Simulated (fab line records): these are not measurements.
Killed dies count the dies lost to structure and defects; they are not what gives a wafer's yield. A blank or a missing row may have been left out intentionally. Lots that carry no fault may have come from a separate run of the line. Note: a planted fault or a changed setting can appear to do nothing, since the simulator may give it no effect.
A lot that was struck, set against a sound lot || flow sky130 || 14 out of 708 route steps
Sound: the wafers L168.1, L168.2, L168.5. Wafers L170.1, L170.2, L170.3 were the ones struck. Last of all comes the cause.
Each step with rows lists, per side, the tool, then ch with its chambers, then its first start. Under that, the readings that differ: sound wafers || struck wafers || difference of the means || sigmas: that difference in standard deviations of wafers without a fault.
alike: same words and numbers on both sides, and readings whose means sit less than 2 such deviations apart. not compared: any withheld reading, any reading some wafer has no value for, any bound like >300 that may hide the same value, and any number with overlapping values for which the record gives no deviation.
The two part at a step that has a row with sigmas, a row that says differs or no value, or rows on one side only. Numbers that have no deviation but don't overlap get no sigmas and don't part them. A reading missing from all wafers of one side parts the sides only when that side holds two or more wafers.

SKY_LDD_LDN_STRIP_12: strips in O2/N2.
  sound on plasma asher-01 ch 0,1, day 26 00:50; struck on plasma asher-04 ch 0,1, day 27 01:38
  alike: drypump motor current A, oes product au, strip time to endpoint s
  not compared: rf hours counter h
SKY_LDD_LDN_TW_MEAS_13:
  struck on film metro-02, day 27 01:44; sound on film metro-01, day 26 00:56
  alike: LDD_LDN_TW
then, 2 steps without rows for these wafers: SKY_LDD_LDN_CLEAN_14 (cleans in SC1/SC2, time 150 s); SKY_SPACER_CVD_00 (deposits Si3N4 from DCS/NH3, target thk 43.1 nm, time 740 s).
SKY_SPACER_THK_MEAS_01:
  struck on film metro-02, day 27 03:03; sound on film metro-02, day 26 02:15
  alike: SPACER_CVD_00_THK
SKY_SPACER_ETCHBACK_02: etches Si3N4 in CH3F/O2, stops on SiO2, time 46.7 s, target depth 45 nm.
  sound on rie diel-01 ch 2,3, day 26 02:19; struck on rie diel-01 ch 0,2,3, day 27 03:07
  alike: drypump motor current A, oes product au, rf fwd power W, throttle valve pct
  not compared: rf hours counter h
then, 6 steps without rows for these wafers: SKY_POLY_CUT_DEHYDRATE_00 (time 60 s); SKY_POLY_CUT_HMDS_01 (prime time 60 s); SKY_POLY_CUT_COAT_02 (resist thk 60 nm); SKY_POLY_CUT_COAT_03 (resist thk 450 nm); SKY_POLY_CUT_SOFTBAKE_04 (time 90 s); SKY_POLY_CUT_EXPOSE_05 (exposes mask NPCM, target cd 270 nm).
SKY_POLY_CUT_PEB_06:
  sound on litho track-04 ch 0, day 27 06:00; struck on litho track-03, day 28 07:00
{"reading": "exhaust pa (Pa)", "sound": "46.3 46.4 45.9", "struck": "- - -", "difference": "no value on the struck wafers", "sigmas": ""}
  not compared: chill plate temp C
then, 1 step without rows for these wafers: SKY_POLY_CUT_DEVELOP_07 (develop time 60 s).

== WHERE THEY PART ==
Only at SKY_POLY_CUT_PEB_06, as far as this record shows.

WHY: what the simulator had put in
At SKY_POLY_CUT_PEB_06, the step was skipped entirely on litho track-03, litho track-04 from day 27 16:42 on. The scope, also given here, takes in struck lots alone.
